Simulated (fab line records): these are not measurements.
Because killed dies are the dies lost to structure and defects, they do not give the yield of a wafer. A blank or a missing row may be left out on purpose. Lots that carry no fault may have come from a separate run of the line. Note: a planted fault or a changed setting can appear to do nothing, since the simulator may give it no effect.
A struck lot beside a sound one ; flow gf180mcu ; 14 out of 602 route steps
Sound: wafers L712.1, L712.3, L712.6. Struck: wafers L713.1, L713.5, L713.6. At the end, the cause is stated.
Per side, at each step with rows, come the tool, then ch with its chambers, and then its first start. Under that, the readings that differ: sound wafers ; struck wafers ; difference of the means ; sigmas: that difference in standard deviations of wafers without a fault.
alike: readings whose means differ by less than 2 such deviations, and words and numbers that are the same on both sides. not compared: withheld readings, readings that some wafer has no value for, bounds like >300 that may hide the same value, and numbers for which the record gives no deviation and whose values overlap.
Wherever a step has rows on one side only, a row that says differs or no value, or a row with sigmas, the two part there. When numbers do not overlap yet have no deviation, they are printed without sigmas and do not part them. A reading missing from all wafers of one side parts the sides only when that side holds two or more wafers.

first, 2 steps without rows for these wafers: GF_VT_IMPLANT_PEB_05; GF_VT_IMPLANT_DEVELOP_06 (develop time 60 s).
GF_VT_IMPLANT_OVL_MEAS_07:
  struck on overlay-01, day 7 21:59; sound on overlay-02, day 7 16:32
  alike: VT_IMPLANT_OVL
after that, 1 step had no rows for these wafers: GF_VT_IMPLANT_IMPLANT_08.
GF_VT_IMPLANT_STRIP_09: strips in O2/N2.
  sound on plasma asher-02 ch 0,1, day 7 16:43; struck on plasma asher-03 ch 0,1, day 7 22:10
  alike: drypump motor current A, heater power w, n2 flow sccm, oes product au, strip time to endpoint s
  not compared: rf hours counter h
GF_VT_IMPLANT_TW_MEAS_10:
  struck on film metro-03, day 7 22:16; sound on film metro-01, day 7 16:49
  alike: VT_IMPLANT_TW
then, 6 steps without rows for these wafers: GF_VT_IMPLANT_DEHYDRATE_11 (time 60 s); GF_VT_IMPLANT_HMDS_12 (prime time 60 s); GF_VT_IMPLANT_COAT_13 (resist thk 1000 nm); GF_VT_IMPLANT_SOFTBAKE_14 (time 60 s); GF_VT_IMPLANT_EXPOSE_15 (exposes mask Nwell LV AREA, target cd 860 nm); GF_VT_IMPLANT_PEB_16.
GF_VT_IMPLANT_DEVELOP_17: develop time 60 s.
  struck on litho track-01, day 8 14:35; sound on litho track-02 ch 0, day 8 08:23
  no value came back on the struck wafers for chill plate temp C (C), develop time s (s); on the sound wafers chill plate temp C (C) reads 23.01 22.92 23.02
GF_VT_IMPLANT_OVL_MEAS_18:
  struck on overlay-02, day 8 14:44; sound on overlay-01, day 8 08:32
reading;sound;struck;difference;sigmas
VT_IMPLANT_01_OVL (nm);-0.6 -0.2 2.1;- - -;no value on the struck wafers;

== WHERE THEY PART ==
Last at GF_VT_IMPLANT_OVL_MEAS_18 as far as this record goes, first at GF_VT_IMPLANT_DEVELOP_17.

WHY: whatever the simulator had introduced
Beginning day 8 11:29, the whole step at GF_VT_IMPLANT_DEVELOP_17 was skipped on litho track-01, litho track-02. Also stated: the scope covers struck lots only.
